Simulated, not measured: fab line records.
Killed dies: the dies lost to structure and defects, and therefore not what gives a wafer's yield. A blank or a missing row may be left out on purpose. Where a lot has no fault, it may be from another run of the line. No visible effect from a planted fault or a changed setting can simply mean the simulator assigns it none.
Which of the tools did it?    flow sky130    42 wafers from 14 lots sampled at 3 of the route's 708 steps

== WHAT THE GAUGES READ, wafer by wafer ==
SKY_VT_ADJUST_NCORE_TW_MEAS_11. Usual: VT_ADJUST_NCORE_TW typically reads 219.4, with standard deviation 1.4.
lot   measured      on             VT_ADJUST_NCORE_TW  flag
L242  day 8 08:39   film-metro-01  218.4 219.3 218.1   
L244  day 8 23:27   film-metro-04  221.1 222.3 220.8   
L245  day 9 14:34   film-metro-03  219.2 219.6 219.4   
L246  day 9 18:47   film-metro-03  217.0 219.2 219.9   
L248  day 10 09:40  film-metro-03  219.6 219.0 218.7   
L250  day 10 23:51  film-metro-01  217.4 217.6 218.6   
L251  day 11 17:59  film-metro-04  219.3 219.9 220.3   
L252  day 11 22:07  film-metro-04  219.8 220.7 220.7   
L254  day 12 05:28  film-metro-01  217.9 218.2 217.6   
L253  day 12 06:25  film-metro-03  219.4 219.3 220.4   
L256  day 12 16:13  film-metro-04  220.6 220.6 220.7   
L263  day 14 22:38  film-metro-03  221.3 221.6 220.5   
L264  day 15 04:02  film-metro-04  220.3 221.5 220.7   
L265  day 15 08:52  film-metro-03  219.9 219.0 219.6   

SKY_SONOS_TUNNEL_OVL_MEAS_08. Usual: SONOS_TUNNEL_OVL typically reads -0.3 nm, with standard deviation 1.2.
lot   measured      on          SONOS_TUNNEL_OVL (nm)  flag
L242  day 11 01:16  overlay-02  -1.0 0.6 -3.2          
L244  day 11 19:23  overlay-01  -2.3 0.1 -1.7          
L245  day 12 12:44  overlay-01  0.6 -1.8 -2.3          
L246  day 12 17:58  overlay-01  -2.0 -1.7 -2.0         
L248  day 13 09:28  overlay-01  -0.3 -0.3 -0.3         
L250  day 14 01:41  overlay-01  1.2 -0.1 -0.3          
L251  day 14 21:16  overlay-01  -1.5 1.3 0.9           
L252  day 15 01:37  overlay-02  -1.4 -0.3 -1.7         
L254  day 15 10:09  overlay-01  0.5 0.4 0.0            
L253  day 15 11:07  overlay-02  1.9 1.9 0.3            
L256  day 15 20:46  overlay-02  -0.4 -0.3 -0.9         
L263  day 18 10:28  overlay-01  0.8 0.8 0.3            
L264  day 18 16:52  overlay-01  -1.4 -0.9 -1.6         
L265  day 18 23:31  overlay-02  0.5 -0.1 0.7           

SKY_SONOS_ONO_THK_MEAS_03. Usual: SONOS_ONO_CVD_02_THK typically reads 10.49 nm, with standard deviation 0.16.
lot   measured      on             SONOS_ONO_CVD_02_THK (nm)  flag
L242  day 11 06:30  film-metro-01  10.44 10.45 10.48          
L244  day 11 23:47  film-metro-01  10.41 10.48 10.62          
L245  day 12 17:04  film-metro-01  10.23 10.33 10.32          
L246  day 12 21:20  film-metro-01  10.41 10.47 10.56          
L248  day 13 14:35  film-metro-03  10.71 10.65 10.68          
L250  day 14 12:39  film-metro-01  10.41 10.45 10.45          
L251  day 15 08:39  film-metro-01  10.33 10.33 10.29          
L252  day 15 08:40  film-metro-03  10.63 10.49 10.58          
L254  day 15 19:26  film-metro-04  10.59 10.48 10.68          
L253  day 15 20:28  film-metro-03  10.52 10.57 10.53          
L256  day 16 02:19  film-metro-01  10.43 10.40 10.47          
L263  day 18 17:22  film-metro-03  10.55 10.50 10.42          
L264  day 19 03:14  film-metro-01  10.78 10.90 10.70          
L265  day 19 03:14  film-metro-03  10.35 10.31 10.41          

== EACH LOT AND THE TOOL THAT RAN IT (in order: tool; ch and the chambers of the sampled wafers; start) ==
The record holds no process step before these readings.

== AS READ BY THE TOOLS THEMSELVES (means over the sampled wafers that have a number; for cases with no such wafer, the mark the record gives instead) ==
The record holds no such reading with a usual standard deviation.

== THE ANSWER, worked out from the rows above alone ==
Rule: take the mean of a lot's wafers that have a number; if it is more than 3 standard deviations from the usual mean, the lot is off. Also off: a lot with no number at a reading for which 4 or more lots have one. All remaining lots with rows at the step are treated as sound. The gauges are gone through in route order, then the tools' own readings, and for those a lot's mean is taken as printed above. The first step at which some lot is off is used, and at that step the reading that is off furthest; a lot without a number counts as furthest.
No lot is off on any of the readings shown, so nothing can be concluded from this.

== WHAT WAS PUT IN BY THE SIMULATOR ==
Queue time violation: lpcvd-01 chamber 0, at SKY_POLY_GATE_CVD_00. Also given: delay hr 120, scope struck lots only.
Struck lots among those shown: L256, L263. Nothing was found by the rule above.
